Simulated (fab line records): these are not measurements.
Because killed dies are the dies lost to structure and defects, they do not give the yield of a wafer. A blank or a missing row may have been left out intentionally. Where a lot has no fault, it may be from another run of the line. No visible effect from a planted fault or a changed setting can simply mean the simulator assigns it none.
Chamber matching ; flow sky130 ; rie-diel-04 running SKY_VIA1_ETCH_15: 4 sister chambers
The step etches SiO2 in C4F8/O2/Ar, stops on TiN, target depth 351 nm, time 54 s. 4 wafers are shown with their chamber, then 8 later ones without.

EACH WAFER AND ITS CHAMBER
wafer;chamber;oes-product-au (a.u.)
L798.5;1;0.982
L802.1;3;0.978
L802.4;2;0.977
L807.2;0;0.978

WAFERS WHOSE CHAMBER IS MISSING
wafer;oes-product-au (a.u.)
L807.3;0.975
L807.6;0.982
L808.2;0.986
L808.3;0.983
L808.6;0.986
L809.4;0.981
L809.5;0.987
L809.6;0.975

WHICH CHAMBER EACH ONE RAN IN
wafer;from the rows above;in truth
L807.3;can't be placed: 2 or 0 or 3 or 1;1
L807.6;can't be placed: 1 or 0 or 3 or 2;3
L808.2;can't be placed: 1 or 0 or 3 or 2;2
L808.3;can't be placed: 1 or 0 or 3 or 2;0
L808.6;can't be placed: 1 or 0 or 3 or 2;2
L809.4;can't be placed: 1 or 0 or 3 or 2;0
L809.5;can't be placed: 1 or 0 or 3 or 2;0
L809.6;can't be placed: 2 or 0 or 3 or 1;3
0 of 8 placed correctly. Not placeable from these rows: 8 (in 8, the candidates include the true chamber). Wrongly placed: 0.
How it was worked out, from the rows above alone: a wafer's distance from a chamber is the root of the sum, over the readings, of the square of ((its reading less the chamber's mean) divided by the reading's scatter). If the next closest chamber is less than 2 further off than the closest, the wafer can't be placed; otherwise it belongs to the closest. For every chamber, the mean is computed from those of its wafers that are shown. The scatter: with one shown wafer a chamber, the root of the mean of the squares of how far each hidden wafer lies from its nearest shown one.
